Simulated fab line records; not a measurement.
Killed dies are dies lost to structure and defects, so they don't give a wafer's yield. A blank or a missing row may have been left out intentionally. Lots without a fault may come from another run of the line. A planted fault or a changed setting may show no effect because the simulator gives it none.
A lot that was struck, set against a sound lot -- flow sky130 -- 16 out of 708 route steps
Sound: these wafers, L630.2, L630.3, L630.5. Struck: wafer L640.1 (L640.2, L640.5, from the same lot, were not struck and are left out); the cause is given at the end.
Per side, at each step with rows, come the tool, then ch with its chambers, and then its first start. Under that, the readings that differ: sound wafers -- struck wafers -- difference of the means -- sigmas: that difference in standard deviations of wafers without a fault.
alike: readings with means less than 2 such deviations apart, plus words and numbers identical on both sides. not compared: withheld readings, readings lacking a value on some wafer, bounds such as >300 that could conceal the same value, and numbers that have no deviation in the record and whose values overlap.
Wherever a step has rows on one side only, a row that says differs or no value, or a row with sigmas, the two part there. Non-overlapping numbers with no deviation appear without sigmas and do not part them. A reading that every wafer of one side lacks parts them only if that side has two wafers or more.

SKY_NWELL_OVL_MEAS_10:
  struck on overlay-02, day 8 03:20; sound on overlay-02, day 5 10:14
  alike: NWELL_00_OVL
then, 3 steps without rows for these wafers: SKY_NWELL_IMPLANT_11; SKY_NWELL_IMPLANT_12; SKY_NWELL_IMPLANT_13.
SKY_NWELL_STRIP_14: strips in O2/N2.
  sound on plasmaAsher-04 ch 1, day 5 10:43; struck on plasmaAsher-04 ch 1, day 8 03:49
reading,sound,struck,difference,sigmas
n2FlowSccm (sccm),301.7 300.8 300.9,299.1,-2.0,-2
  alike: drypumpMotorCurrentA, oesProductAu, stripTimeToEndpointS
  not compared: rfHoursCounterH
SKY_NWELL_TW_MEAS_15:
  struck on filmMetro-03, day 8 03:55; sound on filmMetro-02, day 5 10:49
reading,sound,struck,difference,sigmas
NWELL_TW,1815 1828 1813,1846,+27,+2
then, 6 steps without rows for these wafers: SKY_NWELL_DEHYDRATE_16 (time 60 s); SKY_NWELL_HMDS_17 (prime time 60 s); SKY_NWELL_COAT_18 (resist thk 3000 nm); SKY_NWELL_SOFTBAKE_19; SKY_NWELL_EXPOSE_20 (exposes mask NWM COMPLEMENT, target cd 840 nm); SKY_NWELL_PEB_21.
SKY_NWELL_DEVELOP_22: develop time 60 s.
  sound on lithoTrack-03 ch 0, day 6 05:00; struck on lithoTrack-03 ch 0, day 8 23:00
  alike: developerTempC
SKY_NWELL_OVL_MEAS_23:
  struck on overlay-02, day 9 00:02; sound on overlay-02, day 6 05:23
  not compared: NWELL_01_OVL
then, 1 step without rows for these wafers: SKY_NWELL_IMPLANT_24.
-- the record jumps here: 41 days lie between the struck wafers' starts before and after (it left off in module NWELL and takes up again in module PAD_OPEN, whose first step shown is number 708 of the route) --
SKY_PAD_OPEN_PROBE_99:
  struck on prober-02, day 49 13:38; sound on prober-01, day 47 06:17
reading,sound,struck,difference,sigmas
killed_at_M4_up,1 3 2,6,+4,+2
killedAtFrontEnd,16 15 14,418,+403,+88
killedDies,88 74 88,492,+409,+41
killedOnRim,18 17 20,96,+78,+22
  alike: killed_at_M0_to_M3, killedAtContacts, killedAtOther, killedOpen, killedShort

## WHERE THEY PART
Earliest at SKY_NWELL_STRIP_14; latest, in this record, at SKY_PAD_OPEN_PROBE_99.

WHY: what had been put in by the simulator
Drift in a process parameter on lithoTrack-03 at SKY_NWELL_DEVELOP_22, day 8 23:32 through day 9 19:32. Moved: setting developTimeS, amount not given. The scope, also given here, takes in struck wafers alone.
